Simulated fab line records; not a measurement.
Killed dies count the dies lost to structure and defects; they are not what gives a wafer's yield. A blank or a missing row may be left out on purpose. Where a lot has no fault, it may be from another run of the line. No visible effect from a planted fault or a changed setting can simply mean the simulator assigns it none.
fab line records	flow sfq_line
[record] lots = 5	wafers = 15	last_day = 80
route steps=325 shown I7@296 M8@311
lots with no fault: from the same line, run without faults
start_h: the number of hours between the record's first day and the start of the first shown wafer of the lot	wait_h: time in hours since the lot's previous step	" unchanged from the row above	L1.1+2: one row covering several wafers at once	- no value, or no start given	* or withheld: withheld	< > ~ a bound
route shown NAME@n: names a module that has steps shown in the file, with the first one's number in the route	usual: mean/standard deviation taken from wafers without a fault	same: alike in all rows	chamber/n: place in a boat	sites: the reading at each site	_std_site: standard deviation of those values	_edge_site: mean of outer sites minus mean of inner sites	radius_mm: how far each site lies from the wafer's centre	mask NAME#n: copy n	behind: the tool/chamber that last shaped the wafer	hold: the reason the lot was held/the length of the hold in hours/how it ended	device: transistor that didn't switch, given as n, p or np	end of line: tests of these same wafers at the route's end	where a step has no rows: the recipe by itself	killed: not the wafer's yield, but the dies lost to structure and defects at the first sort	map: a wafer's dies, x killed, . not, _ none there
set.NAME: the setting as run; set.NAME@STEP: as run at that earlier step	model.NAME: the simulator's own value behind a step, which no gauge read
certain route steps with their lots: each step a table, each wafer a row
services: from which hour (start_h, from the record's first day; less than 0 if before it) a tool's chamber was out of use, for how many hours, and why
[[steps]]
[step SFQ_TRILAYER_I7_DEP_PECVD_183]
[recipe] material = SiO2	temp_c = 150	time_s = 111.11	pressure_torr = 2.4	rf_w = 183.3	precursor = SiH4/N2O	target_thk_nm = 500
[usual] heater_power_outer_w = 31/8.7	heater_power_w = 83/16	throttle_valve_pct = 24.4/0.55
[same] time_s = 111.11
lot.wafer	tool	chamber	start_h	wait_h	heater_power_outer_w	heater_power_w	throttle_valve_pct
L082.1	pecvd-03	0	1590.12	0.0	21	75	23.7
L082.2	"	2	"	"	38	96	24.4
L082.6	"	0	"	"	24	80	23.8
L084.3	pecvd-04	1	1643.32	0.0	49	113	24.1
L084.5	"	0	"	"	30	81	24.8
L084.6	"	2	"	"	25	65	24.4
L087.2	pecvd-04	0	1656.62	0.0	33	86	24.7
L087.3	"	1	"	"	50	118	24.2
L087.6	"	2	"	"	32	76	24.4
L089.1	pecvd-04	2	1661.42	0.0	27	69	24.8
L089.3	"	0	"	"	31	83	24.6
L089.5	"	2	"	"	30	72	24.5
L096.1	pecvd-03	2	1691.44	0.0	47	109	24.8
L096.3	"	0	"	"	28	84	23.9
L096.5	"	2	"	"	50	111	24.4
[step SFQ_TRILAYER_I7_CMP_CMP_184]
[recipe] material = SiO2	down_force_psi = 3	platen_rpm = 60	pad_velocity_m_s = 0.94248
[usual] motor_current_A = 10.0/0.52	time_to_endpoint_s = 212/10
lot.wafer	tool	chamber	start_h	wait_h	motor_current_A	time_to_endpoint_s
L082.1	cmp-01	1	1621.11	30.9	10.4	195
L082.2	"	2	"	"	10.3	205
L082.6	"	1	1623.11	32.9	10.1	212
L084.3	cmp-01	3	1644.00	0.6	10.8	211
L084.6	"	3	1646.00	2.6	10.8	210
L084.5	"	0	"	"	10.2	226
L087.3	cmp-02	1	1657.80	1.1	10.2	225
L087.2	"	3	1658.80	2.1	10.5	204
L087.6	"	0	"	"	9.9	216
L089.1	cmp-02	0	1661.50	0.0	10.2	209
L089.3	"	1	"	"	10.3	222
L089.5	"	1	1664.00	2.5	10.3	223
L096.3	cmp-01	1	1692.02	0.5	10.5	208
L096.1	"	3	1693.02	1.5	11.0	212
L096.5	"	0	"	"	10.2	223
[step SFQ_I7_BOW_MEAS_946]
[recipe] mode = bow
[usual] I7_BOW = 11/12
lot.wafer	tool	chamber	start_h	wait_h	I7_BOW[um]
L082.1	film_metro-01	-	1624.11	2.5	37
L082.2	"	-	"	"	22
L082.6	"	-	"	"	22
L084.3	film_metro-01	-	1647.04	2.5	-3
L084.5	"	-	"	"	-15
L084.6	"	-	"	"	1
L087.2	film_metro-01	-	1660.32	1.0	24
L087.3	"	-	"	"	30
L087.6	"	-	"	"	18
L089.1	film_metro-03	-	1664.50	2.5	22
L089.3	"	-	"	"	15
L089.5	"	-	"	"	5
L096.1	film_metro-01	-	1694.52	1.0	-2
L096.3	"	-	"	"	13
L096.5	"	-	"	"	7
[step SFQ_TRILAYER_I7_METRO_MEASURE_185]
[usual] thk_nm = 199.9/1.4
lot.wafer	tool	chamber	start_h	wait_h	thk_nm
L082.1	film_metro-01	-	1624.23	0.1	198.6
L082.2	"	-	"	"	199.9
L082.6	"	-	"	"	197.7
L084.3	film_metro-01	-	1647.52	0.5	199.5
L084.5	"	-	"	"	200.1
L084.6	"	-	"	"	199.7
L087.2	film_metro-01	-	1660.62	0.3	199.1
L087.3	"	-	"	"	202.1
L087.6	"	-	"	"	201.6
L089.1	film_metro-03	-	1664.62	0.1	200.1
L089.3	"	-	"	"	202.1
L089.5	"	-	"	"	201.0
L096.1	film_metro-01	-	1694.64	0.1	200.1
L096.3	"	-	"	"	197.5
L096.5	"	-	"	"	201.4
[step SFQ_TRILAYER_I7_VIA_LITHO_COAT_192]
[recipe] resist = BARC	spin_rpm = 3000	resist_thk_nm = 62
[usual] dispense_pressure_kPa = 50.5/1.5
lot.wafer	tool	chamber	start_h	wait_h	dispense_pressure_kPa
L082.1	litho_track-03	0	1625.43	1.0	50.5
L082.2	"	0	"	"	50.5
L082.6	"	0	"	"	50.5
L084.3	litho_track-03	0	1648.42	0.7	50.5
L084.5	"	0	"	"	50.5
L084.6	"	0	"	"	50.5
L087.2	litho_track-03	0	1661.67	0.8	50.6
L087.3	"	0	"	"	50.5
L087.6	"	0	"	"	50.5
L089.1	litho_track-03	0	1665.82	1.0	50.5
L089.3	"	0	"	"	50.6
L089.5	"	0	"	"	50.5
L096.1	litho_track-03	0	1695.84	1.0	50.5
L096.3	"	0	"	"	50.5
L096.5	"	0	"	"	50.5
[step SFQ_TRILAYER_I7_VIA_LITHO_COAT_187]
[recipe] resist = KrF	spin_rpm = 3000	resist_thk_nm = 650
[usual] dispense_pressure_kPa = 50.5/1.5
lot.wafer	tool	chamber	start_h	wait_h	dispense_pressure_kPa
L082.1	litho_track-03	0	1625.73	0.2	50.6
L082.2	"	0	"	"	50.5
L082.6	"	0	"	"	50.5
L084.3	litho_track-03	0	1648.72	0.2	50.5
L084.5	"	0	"	"	50.5
L084.6	"	0	"	"	50.5
L087.2	litho_track-03	0	1661.97	0.2	50.5
L087.3	"	0	"	"	50.5
L087.6	"	0	"	"	50.5
L089.1	litho_track-03	0	1666.12	0.2	50.5
L089.3	"	0	"	"	50.5
L089.5	"	0	"	"	50.5
L096.1	litho_track-03	0	1696.14	0.2	50.5
L096.3	"	0	"	"	50.5
L096.5	"	0	"	"	50.5
[step SFQ_TRILAYER_I7_VIA_LITHO_SOFTBAKE_191]
[recipe] temp_c = withheld	time_s = withheld	resist = KrF
lot.wafer	tool	chamber	start_h	wait_h
L082.1+2+6	litho_track-03	0	1626.03	0.2
L084.3+5+6	litho_track-03	0	1648.97	0.2
L087.2+3+6	litho_track-03	0	1662.25	0.2
L089.1+3+5	litho_track-03	0	1666.42	0.2
L096.1+3+5	litho_track-03	0	1696.44	0.2
[step SFQ_TRILAYER_I7_VIA_LITHO_EXPOSE_188]
[recipe] mask_id = I7	na = 0.6	source_shape = conventional	sigma_outer = 0.65	target_cd_nm = 1000	dose_mj = 21.3
[usual] reticle_temp_C = 23.00/0.11
lot.wafer	tool	chamber	start_h	wait_h	mask	reticle_temp_C
L082.1	krf_scanner-01	0	1744.17	-	I7#0	22.93
L082.2	"	0	"	"	I7#0	23.08
L082.6	"	0	"	"	I7#0	22.97
L084.3	krf_scanner-01	0	1774.57	-	I7#0	22.96
L084.5	"	0	"	"	I7#0	22.96
L084.6	"	0	"	"	I7#0	22.89
L087.2	krf_scanner-02	0	1786.54	-	I7#0	22.98
L087.3	"	0	"	"	I7#0	22.91
L087.6	"	0	"	"	I7#0	22.84
L089.1	krf_scanner-02	0	1788.74	-	I7#0	23.05
L089.3	"	0	"	"	I7#0	22.88
L089.5	"	0	"	"	I7#0	22.67
L096.1	krf_scanner-01	0	1817.67	-	I7#0	22.77
L096.3	"	0	"	"	I7#0	23.00
L096.5	"	0	"	"	I7#0	22.82
[step SFQ_TRILAYER_I7_VIA_LITHO_PEB_190]
[recipe] peb_temp_c = 115	peb_time_s = 60	resist = KrF
[usual] plate_temp_C = 115.03/0.11
lot.wafer	tool	chamber	start_h	wait_h	plate_temp_C
L082.1	litho_track-03	0	1745.37	1.0	115.01
L082.2	"	0	"	"	114.91
L082.6	"	0	"	"	114.97
L084.3	litho_track-01	0	1775.42	0.7	114.97
L084.5	"	0	"	"	114.89
L084.6	"	0	"	"	114.90
L087.2	litho_track-02	0	1787.57	0.8	115.13
L087.3	"	0	"	"	115.14
L087.6	"	0	"	"	115.25
L089.1	litho_track-02	0	1789.94	1.0	114.95
L089.3	"	0	"	"	115.00
L089.5	"	0	"	"	115.05
L096.1	litho_track-01	0	1818.87	1.0	115.07
L096.3	"	0	"	"	115.00
L096.5	"	0	"	"	114.93
[step SFQ_TRILAYER_I7_VIA_LITHO_DEVELOP_189]
[recipe] time_s = 60	resist = KrF
[same] time_s = 60
lot.wafer	tool	chamber	start_h	wait_h
L082.1+2+6	litho_track-03	0	1745.52	0.1
L084.3+5+6	litho_track-01	0	1775.57	0.1
L087.2+3+6	litho_track-02	0	1787.72	0.1
L089.1+3+5	litho_track-02	0	1790.09	0.1
L096.1+3+5	litho_track-01	0	1819.02	0.1
[step SFQ_I7_OVL_MEAS_947]
[usual] I7_OVL = -1/6.2
lot.wafer	tool	chamber	start_h	wait_h	I7_OVL[nm]
L082.1	overlay-01	-	1745.67	0.1	-3
L082.2	"	-	"	"	-2
L082.6	"	-	"	"	-1
L084.3	overlay-01	-	1775.68	0.1	5
L084.5	"	-	"	"	7
L084.6	"	-	"	"	-5
L087.2	overlay-01	-	1787.85	0.1	1
L087.3	"	-	"	"	0
L087.6	"	-	"	"	1
L089.1	overlay-01	-	1790.24	0.1	7
L089.3	"	-	"	"	10
L089.5	"	-	"	"	3
L096.1	overlay-01	-	1819.17	0.1	2
L096.3	"	-	"	"	-1
L096.5	"	-	"	"	5
[step SFQ_TRILAYER_I7_VIA_BARC_OPEN_VIA_ETCH_260]
[recipe] mask_material = PR	chemistry = O2	target_depth_nm = 125	target = BARC	source_w = 500	bias_w = 80	pressure_mtorr = 30	time_s = 41.7
[usual] bias_w = 80.01/0.23	drypump_motor_current_A = 5.7/0.35	oes_product_au = 0.684/0.0044
[same] time_s = 41.7
lot.wafer	tool	chamber	start_h	wait_h	bias_w	drypump_motor_current_A	oes_product_au	rf_hours_counter_h
L082.1	rie_diel-03	2	1745.71	0.0	79.73	5.7	0.687	13
L082.2	"	1	"	"	79.74	5.5	0.681	3
L082.6	"	2	"	"	79.58	5.7	0.690	-
L084.3	rie_diel-02	2	1775.71	0.0	80.03	5.8	0.689	17
L084.5	"	1	"	"	80.04	5.5	0.685	-
L084.6	"	2	"	"	79.70	5.8	0.683	-
L087.2	rie_diel-03	2	1787.88	0.0	79.73	5.7	0.685	14
L087.3	"	0	"	"	80.37	4.8	0.681	2
L087.6	"	1	"	"	79.86	5.4	0.679	-
L089.1	rie_diel-02	0	1790.28	0.0	80.33	6.0	0.681	6
L089.3	"	1	"	"	79.84	5.4	0.686	4
L089.5	"	0	"	"	80.54	6.0	0.683	-
L096.1	rie_diel-03	2	1819.21	0.0	79.65	5.7	0.684	14
L096.3	"	1	"	"	79.85	5.4	0.684	4
L096.5	"	2	"	"	80.09	5.7	0.677	-
[step SFQ_TRILAYER_I7_VIA_ETCH_VIA_ETCH_190]
[recipe] target = SiO2	stop_on = Nb	mask_material = PR	taper_deg = 20	chemistry = CHF3	target_depth_nm = 260	source_w = 500	bias_w = 80	pressure_mtorr = 30	time_s = withheld
[usual] bias_w = 80.01/0.22	drypump_motor_current_A = 5.7/0.35	oes_product_au = 0.855/0.0056
lot.wafer	tool	chamber	start_h	wait_h	bias_w	drypump_motor_current_A	oes_product_au
L082.1	rie_diel-03	2	1745.75	0.0	80.16	5.7	0.849
L082.2	"	1	"	"	79.89	5.4	0.858
L082.6	"	2	"	"	80.26	5.7	0.848
L084.3	rie_diel-02	2	1775.75	0.0	79.37	5.8	0.845
L084.5	"	1	"	"	79.92	5.4	0.853
L084.6	"	2	"	"	79.64	5.8	0.858
L087.2	rie_diel-03	2	1787.92	0.0	79.84	5.7	0.847
L087.3	"	0	"	"	80.56	4.8	0.861
L087.6	"	1	"	"	80.25	5.4	0.858
L089.1	rie_diel-02	0	1790.32	0.0	79.62	6.1	0.862
L089.3	"	1	"	"	80.41	5.4	0.855
L089.5	"	0	"	"	79.88	6.1	0.866
L096.1	rie_diel-03	2	1819.25	0.0	79.78	5.7	0.852
L096.3	"	1	"	"	80.10	5.4	0.851
L096.5	"	2	"	"	80.04	5.7	0.857
[step SFQ_TRILAYER_I7_VIA_STRIP_STRIP_191]
[recipe] gas = O2	power_w = 200	platen_temp_c = 40	overash_fraction = 0.65	chemistry = O2	pressure_mtorr = 50
[usual] drypump_motor_current_A = 5.10/0.17	oes_product_au = 1.004/0.011
lot.wafer	tool	chamber	start_h	wait_h	drypump_motor_current_A	oes_product_au	rf_hours_counter_h
L082.1	rie_metal-01	1	1745.86	-	5.15	0.998	70
L082.2	"	0	"	"	5.07	1.014	91
L082.6	"	0	"	"	5.08	1.010	-
L084.3	rie_metal-01	1	1776.06	-	5.18	0.990	-
L084.5	"	0	"	"	5.05	1.001	-
L084.6	"	1	"	"	5.18	0.994	-
L087.2	rie_metal-04	0	1788.03	-	5.07	1.001	54
L087.3	"	0	"	"	5.06	1.008	-
L087.6	"	0	"	"	5.07	1.008	-
L089.1	rie_metal-03	1	1790.43	-	5.44	1.018	40
L089.3	"	0	"	"	5.30	0.989	-
L089.5	"	0	"	"	5.30	0.976	-
L096.1	rie_metal-03	0	1819.36	-	5.32	0.996	51
L096.3	"	0	"	"	5.31	0.991	-
L096.5	"	1	"	"	5.42	1.025	-
[step SFQ_TRILAYER_I7_VIA_STRIP_SOLV_CLEAN_192]
[recipe] chemistry = NMP	temp_c = 70	time_s = 600
[same] time_s = 600
lot.wafer	tool	chamber	start_h	wait_h
L082.1+2+6	wet_bench-01	3,5,1	1746.46	0.4
L084.3+5+6	wet_bench-03	5,1,3	1776.46	0.2
L087.2+3+6	wet_bench-01	2,1,4	1788.63	0.4
L089.1+3+5	wet_bench-03	5,2,7	1791.03	0.4
L096.1+3+5	wet_bench-03	5,4,0	1819.96	0.4
[step SFQ_TRILAYER_M8_LITHO_LOR_COAT_197]
[recipe] resist = lift-off	spin_rpm = 3000
lot.wafer	tool	chamber	start_h	wait_h
L082.1+2+6	litho_track-02	0	1746.63	0.0
L084.3+5+6	litho_track-01	0	1776.91	0.1
L087.2+3+6	litho_track-01	0	1788.86	0.1
L089.1+3+5	litho_track-01	0	1791.22	0.0
L096.1+3+5	litho_track-04	0	1820.13	0.0
[step SFQ_TRILAYER_M8_LITHO_LOR_BAKE_198]
[recipe] resist = lift-off	temp_c = withheld	time_s = withheld
lot.wafer	tool	chamber	start_h	wait_h
L082.1+2+6	litho_track-02	0	1746.93	0.2
L084.3+5+6	litho_track-01	0	1777.29	0.3
L087.2+3+6	litho_track-01	0	1789.20	0.3
L089.1+3+5	litho_track-01	0	1791.52	0.2
L096.1+3+5	litho_track-04	0	1820.43	0.2
[step SFQ_TRILAYER_M8_LITHO_COAT_193]
[recipe] resist = KrF	spin_rpm = 3000	resist_thk_nm = 600
[usual] dispense_pressure_kPa = 49.3/2
lot.wafer	tool	chamber	start_h	wait_h	dispense_pressure_kPa
L082.1	litho_track-02	0	-	-	52.5
L082.2	"	0	"	"	52.4
L082.6	"	0	"	"	52.5
L084.3	litho_track-01	0	-	-	48.0
L084.5	"	0	"	"	47.9
L084.6	"	0	"	"	47.9
L087.2	litho_track-01	0	-	-	47.9
L087.3	"	0	"	"	47.9
L087.6	"	0	"	"	48.0
L089.1	litho_track-01	0	-	-	47.9
L089.3	"	0	"	"	47.9
L089.5	"	0	"	"	47.9
L096.1	litho_track-04	0	-	-	48.0
L096.3	"	0	"	"	48.1
L096.5	"	0	"	"	48.0
[step SFQ_TRILAYER_M8_LITHO_SOFTBAKE_199]
[recipe] temp_c = withheld	time_s = withheld	resist = KrF
lot.wafer	tool	chamber	start_h	wait_h
L082.1+2+6	litho_track-02	0	-	-
L084.3+5+6	litho_track-01	0	-	-
L087.2+3+6	litho_track-01	0	-	-
L089.1+3+5	litho_track-01	0	-	-
L096.1+3+5	litho_track-04	0	-	-
[step SFQ_TRILAYER_M8_LITHO_EXPOSE_194]
[recipe] mask_id = M8	na = 0.6	source_shape = conventional	sigma_outer = 0.65	target_cd_nm = 2000	dose_mj = 14.4
[usual] reticle_temp_C = 23.00/0.094
lot.wafer	tool	chamber	start_h	wait_h	mask	reticle_temp_C
L082.1	krf_scanner-02	0	1860.79	-	M8#0	23.04
L082.2	"	0	"	"	M8#0	22.98
L082.6	"	0	"	"	M8#0	22.91
L084.3	krf_scanner-02	0	1876.79	-	M8#0	22.92
L084.5	"	0	"	"	M8#0	23.01
L084.6	"	0	"	"	M8#0	23.00
L087.2	krf_scanner-02	0	1883.79	-	M8#0	23.09
L087.3	"	0	"	"	M8#0	23.11
L087.6	"	0	"	"	M8#0	23.06
L089.1	krf_scanner-02	0	1885.99	-	M8#0	22.95
L089.3	"	0	"	"	M8#0	22.80
L089.5	"	0	"	"	M8#0	23.08
L096.1	krf_scanner-02	0	1909.99	-	M8#0	22.99
L096.3	"	0	"	"	M8#0	23.06
L096.5	"	0	"	"	M8#0	23.02
[step SFQ_TRILAYER_M8_LITHO_PEB_196]
[recipe] peb_temp_c = 115	peb_time_s = 60	resist = KrF
[usual] plate_temp_C = 114.97/0.15
lot.wafer	tool	chamber	start_h	wait_h	plate_temp_C
L082.1	litho_track-04	0	1861.99	1.0	115.00
L082.2	"	0	"	"	115.10
L082.6	"	0	"	"	114.94
L084.3	litho_track-04	0	1877.64	0.7	115.16
L084.5	"	0	"	"	115.04
L084.6	"	0	"	"	115.10
L087.2	litho_track-01	0	1884.82	0.8	114.85
L087.3	"	0	"	"	115.04
L087.6	"	0	"	"	115.05
L089.1	litho_track-02	0	1887.19	1.0	114.92
L089.3	"	0	"	"	114.98
L089.5	"	0	"	"	114.93
L096.1	litho_track-02	0	1911.19	1.0	114.96
L096.3	"	0	"	"	114.92
L096.5	"	0	"	"	115.08
[step SFQ_TRILAYER_M8_LITHO_DEVELOP_195]
[recipe] img_clear_s = 15	time_s = 55	resist = KrF
[same] time_s = 55
lot.wafer	tool	chamber	start_h	wait_h
L082.1+2+6	litho_track-04	0	1862.14	0.1
L084.3+5+6	litho_track-04	0	1877.79	0.1
L087.2+3+6	litho_track-01	0	1884.97	0.1
L089.1+3+5	litho_track-02	0	1887.34	0.1
L096.1+3+5	litho_track-02	0	1911.34	0.1
[step SFQ_M8_OVL_MEAS_948]
[usual] M8_OVL = 1/4.6
lot.wafer	tool	chamber	start_h	wait_h	M8_OVL[nm]
L082.1	overlay-01	-	1862.29	0.1	-1
L082.2	"	-	"	"	-1
L082.6	"	-	"	"	3
L084.3	overlay-01	-	1877.90	0.1	-4
L084.5	"	-	"	"	-4
L084.6	"	-	"	"	-2
L087.2	overlay-02	-	1885.09	0.1	-1
L087.3	"	-	"	"	2
L087.6	"	-	"	"	0
L089.1	overlay-02	-	1887.49	0.1	8
L089.3	"	-	"	"	3
L089.5	"	-	"	"	4
L096.1	overlay-01	-	1911.49	0.1	6
L096.3	"	-	"	"	5
L096.5	"	-	"	"	6
[step SFQ_TRILAYER_M8_DEP_EVAP_197]
[recipe] material = Ti	angular_spread_deg = 1	target_thk_nm = 20	time_s = 100	power_w = 2000
[same] time_s = 100
lot.wafer	tool	chamber	start_h	wait_h
L082.1+2+6	pvd_sputter-02	-	1862.32	0.0
L084.3+5+6	pvd_sputter-02	-	1877.92	0.0
L087.2+3+6	pvd_sputter-01	-	1885.12	0.0
L089.1+3+5	pvd_sputter-02	-	1887.52	0.0
L096.1+3+5	pvd_sputter-01	-	1911.52	0.0
[step SFQ_TRILAYER_M8_DEP_EVAP_198]
[recipe] material = Pt	angular_spread_deg = 1	target_thk_nm = 50	time_s = 250	power_w = 2000
[same] time_s = 250
lot.wafer	tool	chamber	start_h	wait_h
L082.1+2+6	pvd_sputter-02	-	1862.39	0.0
L084.3+5+6	pvd_sputter-02	-	1877.99	0.0
L087.2+3+6	pvd_sputter-01	-	1885.19	0.0
L089.1+3+5	pvd_sputter-02	-	1887.59	0.0
L096.1+3+5	pvd_sputter-01	-	1911.59	0.0
[step SFQ_TRILAYER_M8_DEP_EVAP_196]
[recipe] material = Au	angular_spread_deg = 1	target_thk_nm = 180	time_s = 900	power_w = 2000
[same] time_s = 900
lot.wafer	tool	chamber	start_h	wait_h
L082.1+2+6	pvd_sputter-02	-	1862.55	0.1
L084.3+5+6	pvd_sputter-02	-	1878.15	0.1
L087.2+3+6	pvd_sputter-01	-	1885.35	0.1
L089.1+3+5	pvd_sputter-02	-	1887.75	0.1
L096.1+3+5	pvd_sputter-01	-	1911.75	0.1
[step SFQ_M8_RS_MEAS_949]
[recipe] thk_meas_gauge = four-point-probe	reads = Au_of_TRILAYER_M8_DEP_EVAP_196+Pt_of_TRILAYER_M8_DEP_EVAP_198+Ti_of_TRILAYER_M8_DEP_EVAP_197
[usual] M8_AU_RS = 0.1530/0.0022
lot.wafer	tool	chamber	start_h	wait_h	M8_AU_RS[ohm/sq]
L082.1	film_metro-03	-	1863.07	0.3	0.1499
L082.2	"	-	"	"	0.1505
L082.6	"	-	"	"	0.1505
L084.3	film_metro-02	-	1878.71	0.3	0.1519
L084.5	"	-	"	"	0.1552
L084.6	"	-	"	"	0.1521
L087.2	film_metro-02	-	1885.89	0.3	0.1568
L087.3	"	-	"	"	0.1557
L087.6	"	-	"	"	0.1541
L089.1	film_metro-01	-	1888.27	0.3	0.1569
L089.3	"	-	"	"	0.1551
L089.5	"	-	"	"	0.1556
L096.1	film_metro-01	-	1912.27	0.3	0.1526
L096.3	"	-	"	"	0.1544
L096.5	"	-	"	"	0.1546
[step SFQ_M8_THK_MEAS_950]
[recipe] thk_meas_gauge = xrf	reads = Au_of_TRILAYER_M8_DEP_EVAP_196
[usual] M8_AU_THK = 178.8/2.7
lot.wafer	tool	chamber	start_h	wait_h	M8_AU_THK[nm]
L082.1	film_metro-03	-	1863.19	0.1	183.2
L082.2	"	-	"	"	183.1
L082.6	"	-	"	"	183.1
L084.3	film_metro-02	-	1878.81	0.1	178.7
L084.5	"	-	"	"	174.6
L084.6	"	-	"	"	179.1
L087.2	film_metro-02	-	1886.00	0.1	172.7
L087.3	"	-	"	"	174.1
L087.6	"	-	"	"	176.4
L089.1	film_metro-01	-	1888.39	0.1	174.1
L089.3	"	-	"	"	176.6
L089.5	"	-	"	"	175.9
L096.1	film_metro-01	-	1912.39	0.1	180.8
L096.3	"	-	"	"	177.6
L096.5	"	-	"	"	177.7
[step SFQ_TRILAYER_M8_LIFTOFF_LIFTOFF_197]
[recipe] temp_c = 80	time_s = 600	chemistry = NMP
[same] time_s = 600
lot.wafer	tool	chamber	start_h	wait_h
L082.1+2+6	wet_bench-04	4,2,0	1863.25	0.1
L084.3+5+6	wet_bench-03	1,4,5	1878.85	0.0
L087.2+3+6	wet_bench-04	7,3,1	1886.05	0.0
L089.1+3+5	wet_bench-01	7,0,1	1888.45	0.1
L096.1+3+5	wet_bench-03	3,6,0	1912.45	0.1
[step SFQ_M8_BOW_MEAS_951]
[recipe] mode = bow
[usual] M8_BOW = 12/12
lot.wafer	tool	chamber	start_h	wait_h	M8_BOW[um]
L082.1	film_metro-02	-	1863.42	0.0	39
L082.2	"	-	"	"	23
L082.6	"	-	"	"	23
L084.3	film_metro-01	-	1879.06	0.0	-2
L084.5	"	-	"	"	-13
L084.6	"	-	"	"	3
L087.2	film_metro-01	-	1886.24	0.0	26
L087.3	"	-	"	"	31
L087.6	"	-	"	"	19
L089.1	film_metro-03	-	1888.62	0.0	24
L089.3	"	-	"	"	17
L089.5	"	-	"	"	6
L096.1	film_metro-02	-	1912.62	0.0	0
L096.3	"	-	"	"	16
L096.5	"	-	"	"	9
[[services]]
tool	chamber	start_h	hours	kind
krf_scanner-02	-	1594.13	1.0	pm
krf_scanner-02	-	1606.55	1.0	repair
rie_diel-02	0	1616.96	35.2	repair
film_metro-01	-	1618.31	0.5	pm
wet_bench-03	-	1622.57	0.6	repair
krf_scanner-02	-	1644.43	1.3	pm
rie_diel-03	-	1659.97	1.6	repair
rie_diel-02	2	1675.70	7.1	repair
krf_scanner-02	-	1694.93	4.4	pm
krf_scanner-02	-	1706.50	7.1	repair
film_metro-01	-	1710.40	0.2	pm
krf_scanner-02	-	1713.55	3.6	pm
film_metro-01	-	1721.30	0.2	pm
krf_scanner-02	-	1745.33	1.0	repair
rie_diel-03	-	1746.75	0.9	repair
krf_scanner-02	-	1764.19	1.0	pm
rie_diel-03	0	1775.24	4.0	repair
krf_scanner-02	-	1784.88	0.2	repair
krf_scanner-02	-	1805.54	0.8	pm
rie_diel-03	3	1810.30	9.6	repair
rie_diel-03	0	1816.66	1.7	repair
krf_scanner-02	-	1818.16	0.5	repair
krf_scanner-02	-	1821.39	1.3	pm
krf_scanner-02	-	1840.59	4.0	pm
[[key]]
fault none
